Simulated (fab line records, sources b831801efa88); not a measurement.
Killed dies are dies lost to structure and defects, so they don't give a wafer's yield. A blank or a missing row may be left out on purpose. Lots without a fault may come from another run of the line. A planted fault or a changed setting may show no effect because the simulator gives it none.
fab line records | flow gf180mcu
record lots=5 wafers=15 last_day=33
route steps=602 shown V5@564 TOP_METAL@567
lots that met no fault: from a run of the same line without faults
start_h: hours from the record's first day to the start of the lot's first wafer shown | wait_h: hours since the lot's step before | " the same as in the row above | L1.1+2: a row that stands for several wafers | - no value, or no start given | * or withheld: withheld | < > ~ a bound
route shown NAME@n: a module of which the file shows steps, and the number in the route of the first | usual: mean/standard deviation of fault-free wafers | same: alike in all rows | chamber/n: place in a boat | sites: the reading at each site | _std_site: their standard deviation | _edge_site: outer sites' mean less inner sites' | radius_mm: how far each site lies from the wafer's centre | mask NAME#n: copy n | behind: the tool/chamber that last shaped the wafer | hold: why the lot was held/for how many hours/how that ended | device: the transistor (n, p or np) that didn't switch | end of line: the same wafers' tests at the end of the route | a step without rows: its recipe alone | killed: dies lost to structure and defects at the first sort, not the wafer's yield | map: a wafer's dies, x killed, . not, _ none there
set.NAME: the setting as run; set.NAME@STEP: as run at that earlier step | model.NAME: the simulator's own value behind a step, which no gauge read
lots at some steps of the route; a table a step, a row a wafer
services: from which hour (start_h, from the record's first day; less than 0 if before it) a tool's chamber was out of use, for how many hours, and why
## steps
# step GF_V5_RS_MEAS_24
# recipe thk_meas_gauge=four-point-probe reads=W_of_V5_CVD_23+TiN_of_V5_SPUTTER_22+Ti_of_V5_SPUTTER_21
# usual V5_W_RS=0.327/0.0039
# columns lot.wafer tool chamber start_h wait_h V5_W_RS[ohm/sq]
L074.1 film_metro-03 - 643.44 0.1 0.326
L074.2 " - " " 0.315
L074.5 " - " " 0.319
L080.2 film_metro-02 - 678.89 0.1 0.325
L080.3 " - " " 0.328
L080.4 " - " " 0.326
L082.1 film_metro-01 - 695.24 0.1 0.332
L082.2 " - " " 0.329
L082.6 " - " " 0.328
L084.1 film_metro-01 - 712.69 0.1 0.320
L084.5 " - " " 0.323
L084.6 " - " " 0.330
L092.3 film_metro-01 - 755.53 0.1 0.324
L092.4 " - " " 0.326
L092.6 " - " " 0.327
# step GF_V5_THK_MEAS_25
# recipe thk_meas_gauge=xrf reads=W_of_V5_CVD_23
# usual V5_W_THK=350/5.2
# columns lot.wafer tool chamber start_h wait_h V5_W_THK[nm]
L074.1 film_metro-03 - 643.56 0.1 350
L074.2 " - " " 364
L074.5 " - " " 359
L080.2 film_metro-02 - 679.00 0.1 354
L080.3 " - " " 349
L080.4 " - " " 354
L082.1 film_metro-01 - 695.36 0.1 345
L082.2 " - " " 347
L082.6 " - " " 349
L084.1 film_metro-01 - 712.81 0.1 356
L084.5 " - " " 354
L084.6 " - " " 348
L092.3 film_metro-01 - 755.63 0.1 355
L092.4 " - " " 353
L092.6 " - " " 351
# step GF_V5_CMP_26
# recipe stop_on=SiO2 down_force_psi=3.5 platen_rpm=60 t_overpolish_s=15 target_thk_nm=0 pad_velocity_m_s=0.94248
# usual motor_current_A=10.4/0.63 overpolish_run_s=14.999/0.01 slurry_filter_dp_kPa=13.53/0.13 time_to_endpoint_s=84.8/2.5
# columns lot.wafer tool chamber start_h wait_h motor_current_A overpolish_run_s slurry_filter_dp_kPa time_to_endpoint_s
L074.1 cmp-01 1 643.62 0.1 10.3 15.008 13.51 81.4
L074.2 " 2 " " 10.3 15.004 13.56 86.5
L074.5 " 1 " " 10.2 14.995 13.60 87.7
L080.2 cmp-02 1 679.05 0.0 10.2 14.983 13.60 88.9
L080.4 " 3 " " 11.4 14.999 13.55 86.2
L080.3 " 0 " " 10.9 14.995 13.52 85.4
L082.1 cmp-01 1 695.42 0.1 11.4 15.009 13.45 83.6
L082.2 " 3 " " 9.9 15.005 13.44 83.2
L082.6 " 2 " " 10.3 14.981 13.49 82.3
L084.1 cmp-02 1 712.89 0.1 11.0 14.996 13.64 88.2
L084.6 " 1 " " 10.1 15.006 13.39 87.2
L084.5 " 2 " " 10.3 14.990 13.86 86.5
L092.3 cmp-02 3 755.74 0.1 11.7 14.994 13.56 85.6
L092.4 " 1 " " 10.7 15.014 13.89 87.1
L092.6 " 0 " " 12.0 15.022 13.42 86.4
# step GF_TOP_METAL_SPUTTER_00
# recipe material=Ti target_thk_nm=37.5 arriving_ion_energy_ev=80 substrate_temp_c=200 chamber_pressure_pa=2 power_w=4000 time_s=150
# usual throttle_valve_pct=30.5/0.83
# same time_s=150
# columns lot.wafer tool chamber start_h wait_h throttle_valve_pct
L074.1 pvd_sputter-03 - 643.92 0.2 30.6
L074.2 " - " " 32.0
L074.5 " - " " 30.7
L080.2 pvd_sputter-01 - 679.35 0.2 29.3
L080.3 " - " " 29.5
L080.4 " - " " 30.2
L082.1 pvd_sputter-04 - 695.72 0.2 31.0
L082.2 " - " " 31.3
L082.6 " - " " 31.4
L084.1 pvd_sputter-01 - 713.19 0.2 29.7
L084.5 " - " " 29.5
L084.6 " - " " 29.5
L092.3 pvd_sputter-01 - 756.04 0.2 29.4
L092.4 " - " " 30.0
L092.6 " - " " 30.1
# step GF_TOP_METAL_SPUTTER_01
# recipe material=TiN target_thk_nm=30 power_w=6500 time_s=25 chamber_pressure_pa=0.4
# usual throttle_valve_pct=30.5/0.8
# same time_s=25
# columns lot.wafer tool chamber start_h wait_h throttle_valve_pct
L074.1 pvd_sputter-03 - 644.02 0.1 30.5
L074.2 " - " " 32.1
L074.5 " - " " 30.3
L080.2 pvd_sputter-01 - 679.45 0.1 29.7
L080.3 " - " " 29.5
L080.4 " - " " 30.1
L082.1 pvd_sputter-04 - 695.82 0.1 30.8
L082.2 " - " " 31.2
L082.6 " - " " 31.3
L084.1 pvd_sputter-01 - 713.29 0.1 29.3
L084.5 " - " " 29.6
L084.6 " - " " 29.7
L092.3 pvd_sputter-01 - 756.14 0.1 29.4
L092.4 " - " " 30.2
L092.6 " - " " 30.2
# step GF_TOP_METAL_SPUTTER_02
# recipe material=AlCu target_thk_nm=900 power_w=10600 chamber_pressure_pa=0.3 substrate_temp_c=250 gas=Ar time_s=47.82
# usual throttle_valve_pct=30.5/0.83
# same time_s=47.82
# columns lot.wafer tool chamber start_h wait_h throttle_valve_pct
L074.1 pvd_sputter-03 - 644.05 0.0 30.9
L074.2 " - " " 32.1
L074.5 " - " " 30.7
L080.2 pvd_sputter-01 - 679.48 0.0 29.1
L080.3 " - " " 29.6
L080.4 " - " " 30.1
L082.1 pvd_sputter-04 - 695.85 0.0 30.9
L082.2 " - " " 31.3
L082.6 " - " " 31.3
L084.1 pvd_sputter-01 - 713.32 0.0 29.2
L084.5 " - " " 29.4
L084.6 " - " " 29.5
L092.3 pvd_sputter-01 - 756.17 0.0 29.4
L092.4 " - " " 29.9
L092.6 " - " " 30.3
# step GF_TOP_METAL_SPUTTER_03
# recipe material=Ti target_thk_nm=5 substrate_temp_c=300 chamber_pressure_pa=0.3 power_w=3000 time_s=3.3
# usual throttle_valve_pct=30.5/0.81
# same time_s=3.3
# columns lot.wafer tool chamber start_h wait_h throttle_valve_pct
L074.1 pvd_sputter-03 - 644.10 0.0 30.5
L074.2 " - " " 32.1
L074.5 " - " " 30.7
L080.2 pvd_sputter-01 - 679.53 0.0 29.7
L080.3 " - " " 29.5
L080.4 " - " " 30.1
L082.1 pvd_sputter-04 - 695.90 0.0 30.8
L082.2 " - " " 31.5
L082.6 " - " " 31.4
L084.1 pvd_sputter-01 - 713.36 0.0 29.3
L084.5 " - " " 29.5
L084.6 " - " " 29.2
L092.3 pvd_sputter-01 - 756.22 0.0 29.5
L092.4 " - " " 30.0
L092.6 " - " " 30.3
# step GF_TOP_METAL_SPUTTER_04
# recipe material=TiN target_thk_nm=25 power_w=6500 time_s=20.8 chamber_pressure_pa=0.4
# usual throttle_valve_pct=30.5/0.82
# same time_s=20.8
# columns lot.wafer tool chamber start_h wait_h throttle_valve_pct
L074.1 pvd_sputter-03 - 644.12 0.0 30.6
L074.2 " - " " 32.1
L074.5 " - " " 30.1
L080.2 pvd_sputter-01 - 679.55 0.0 29.6
L080.3 " - " " 29.7
L080.4 " - " " 30.1
L082.1 pvd_sputter-04 - 695.91 0.0 30.7
L082.2 " - " " 31.2
L082.6 " - " " 31.7
L084.1 pvd_sputter-01 - 713.38 0.0 29.5
L084.5 " - " " 29.6
L084.6 " - " " 29.3
L092.3 pvd_sputter-01 - 756.23 0.0 29.4
L092.4 " - " " 30.2
L092.6 " - " " 29.9
# step GF_TOP_METAL_RS_MEAS_05
# recipe thk_meas_gauge=four-point-probe reads=TiN_of_TOP_METAL_SPUTTER_04+Ti_of_TOP_METAL_SPUTTER_03+AlCu_of_TOP_METAL_SPUTTER_02+TiN_of_TOP_METAL_SPUTTER_01+Ti_of_TOP_METAL_SPUTTER_00
# usual TOP_METAL_ALCU_RS=0.03268/0.0003
# columns lot.wafer tool chamber start_h wait_h TOP_METAL_ALCU_RS[ohm/sq]
L074.1 film_metro-03 - 644.14 0.0 0.03235
L074.2 " - " " 0.03206
L074.5 " - " " 0.03198
L080.2 film_metro-03 - 679.59 0.0 0.03219
L080.3 " - " " 0.03214
L080.4 " - " " 0.03278
L082.1 film_metro-04 - 695.94 0.0 0.03286
L082.2 " - " " 0.03332
L082.6 " - " " 0.03286
L084.1 film_metro-04 - 713.41 0.0 0.03221
L084.5 " - " " 0.03227
L084.6 " - " " 0.032
L092.3 film_metro-04 - 756.30 0.1 0.03245
L092.4 " - " " 0.03285
L092.6 " - " " 0.0328
# step GF_TOP_METAL_THK_MEAS_06
# recipe thk_meas_gauge=xrf reads=AlCu_of_TOP_METAL_SPUTTER_02
# usual TOP_METAL_ALCU_THK=898/9.3
# columns lot.wafer tool chamber start_h wait_h TOP_METAL_ALCU_THK[nm]
L074.1 film_metro-03 - 644.26 0.1 907
L074.2 " - " " 914
L074.5 " - " " 923
L080.2 film_metro-03 - 679.70 0.1 915
L080.3 " - " " 914
L080.4 " - " " 894
L082.1 film_metro-04 - 696.06 0.1 893
L082.2 " - " " 874
L082.6 " - " " 889
L084.1 film_metro-04 - 713.53 0.1 912
L084.5 " - " " 909
L084.6 " - " " 914
L092.3 film_metro-04 - 756.40 0.1 904
L092.4 " - " " 892
L092.6 " - " " 898
# step GF_TOP_METAL_DEHYDRATE_07
# recipe temp_c=200 time_s=60
# same time_s=60
# columns lot.wafer tool chamber start_h wait_h
L074.1+2+5 litho_track-03 0 653.97 9.7
L080.2+3+4 litho_track-01 0 688.41 8.7
L082.1+2+6 litho_track-03 0 704.77 8.7
L084.1+5+6 litho_track-01 0 722.09 8.5
L092.3+4+6 litho_track-02 0 763.82 7.4
# step GF_TOP_METAL_HMDS_08
# recipe prime_time_s=60 prime_temp_c=120
# columns lot.wafer tool chamber start_h wait_h
L074.1+2+5 litho_track-03 0 654.12 0.1
L080.2+3+4 litho_track-01 0 688.56 0.1
L082.1+2+6 litho_track-03 0 704.92 0.1
L084.1+5+6 litho_track-01 0 722.24 0.1
L092.3+4+6 litho_track-02 0 763.97 0.1
# step GF_TOP_METAL_COAT_09
# recipe resist=NOVOLAK spin_rpm=3000 resist_thk_nm=1500
# columns lot.wafer tool chamber start_h wait_h
L074.1+2+5 litho_track-03 0 654.27 0.1
L080.2+3+4 litho_track-01 0 688.71 0.1
L082.1+2+6 litho_track-03 0 705.07 0.1
L084.1+5+6 litho_track-01 0 722.39 0.1
L092.3+4+6 litho_track-02 0 764.12 0.1
# step GF_TOP_METAL_SOFTBAKE_10
# recipe temp_c=90 time_s=60 resist=NOVOLAK
# same time_s=60
# columns lot.wafer tool chamber start_h wait_h
L074.1+2+5 litho_track-03 0 654.42 0.1
L080.2+3+4 litho_track-01 0 688.86 0.1
L082.1+2+6 litho_track-03 0 705.22 0.1
L084.1+5+6 litho_track-01 0 722.54 0.1
L092.3+4+6 litho_track-02 0 764.27 0.1
# step GF_TOP_METAL_EXPOSE_11
# recipe mask_id=MetalTop target_cd_nm=440 na=0.6 source_shape=conventional sigma_outer=0.6 dose_mj=170
# columns lot.wafer tool chamber start_h wait_h mask
L074.1+2+5 iline_stepper-02 0 - - MetalTop#0
L080.2+3+4 iline_stepper-02 0 - - MetalTop#0
L082.1+2+6 iline_stepper-01 0 - - MetalTop#0
L084.1+5+6 iline_stepper-01 0 - - MetalTop#0
L092.3+4+6 iline_stepper-02 0 - - MetalTop#0
# step GF_TOP_METAL_PEB_12
# recipe temp_c=withheld time_s=* resist=NOVOLAK
# same time_s=*
# columns lot.wafer tool chamber start_h wait_h
L074.1+2+5 litho_track-03 0 - -
L080.2+3+4 litho_track-02 0 - -
L082.1+2+6 litho_track-01 0 - -
L084.1+5+6 litho_track-02 0 - -
L092.3+4+6 litho_track-03 0 - -
# step GF_TOP_METAL_DEVELOP_13
# recipe develop_time_s=60 dev_temp_c=23
# columns lot.wafer tool chamber start_h wait_h
L074.1+2+5 litho_track-03 0 664.17 0.1
L080.2+3+4 litho_track-02 0 697.85 0.1
L082.1+2+6 litho_track-01 0 714.49 0.1
L084.1+5+6 litho_track-02 0 731.37 0.1
L092.3+4+6 litho_track-03 0 772.47 0.1
# step GF_TOP_METAL_CD_MEAS_14
# recipe target_cd_nm=440
# usual cd_nm=440.4/2.8
# columns lot.wafer tool chamber start_h wait_h cd_nm
L074.1 cd_sem-01 - 664.32 0.1 445.9
L074.2 " - " " 446.0
L074.5 " - " " 447.8
L080.2 cd_sem-01 - 697.99 0.1 441.9
L080.3 " - " " 443.3
L080.4 " - " " 442.6
L082.1 cd_sem-02 - 714.64 0.1 439.6
L082.2 " - " " 441.7
L082.6 " - " " 439.0
L084.1 cd_sem-01 - 731.52 0.1 439.0
L084.5 " - " " 435.8
L084.6 " - " " 435.6
L092.3 cd_sem-02 - 772.61 0.1 436.8
L092.4 " - " " 438.0
L092.6 " - " " 435.3
# step GF_TOP_METAL_OVL_MEAS_15
# usual TOP_METAL_OVL=-1.6/1.5
# columns lot.wafer tool chamber start_h wait_h TOP_METAL_OVL[nm]
L074.1 overlay-01 - 664.44 0.1 -1.6
L074.2 " - " " -1.1
L074.5 " - " " -2.2
L080.2 overlay-01 - 698.10 0.1 -1.6
L080.3 " - " " -1.8
L080.4 " - " " -2.0
L082.1 overlay-02 - 714.76 0.1 1.3
L082.2 " - " " 0.8
L082.6 " - " " 1.2
L084.1 overlay-02 - 731.64 0.1 -3.2
L084.5 " - " " -3.6
L084.6 " - " " -1.0
L092.3 overlay-01 - 772.70 0.1 -0.8
L092.4 " - " " -0.2
L092.6 " - " " -0.2
## services
# columns tool chamber start_h hours kind
cmp-02 - 623.25 0.5 repair
pvd_sputter-03 - 647.45 1.2 repair
cmp-02 - 650.28 0.6 repair
pvd_sputter-01 1 655.94 - consumable_replace:kit
pvd_sputter-01 1 655.94 18.0 scheduled_down
pvd_sputter-01 1 655.94 18.0 vent_cycle
iline_stepper-01 - 664.28 2.1 pm
cmp-01 - 668.33 0.9 repair
pvd_sputter-04 - 675.67 5.4 repair
cmp-01 - 688.52 0.2 repair
pvd_sputter-04 - 690.43 2.2 repair
iline_stepper-02 - 691.90 5.5 repair
iline_stepper-01 - 698.94 1.7 pm
pvd_sputter-04 3 710.87 - consumable_replace:kit
pvd_sputter-04 3 710.87 18.0 scheduled_down
pvd_sputter-04 3 710.87 18.0 vent_cycle
pvd_sputter-03 2 723.06 - consumable_replace:kit
pvd_sputter-03 2 723.06 18.0 scheduled_down
pvd_sputter-03 2 723.06 18.0 vent_cycle
pvd_sputter-03 - 730.99 3.0 repair
cmp-02 - 734.57 2.4 repair
iline_stepper-02 - 737.60 0.8 pm
iline_stepper-02 0 753.14 - calibration
cmp-01 - 754.06 4.0 pm
## key
fault none
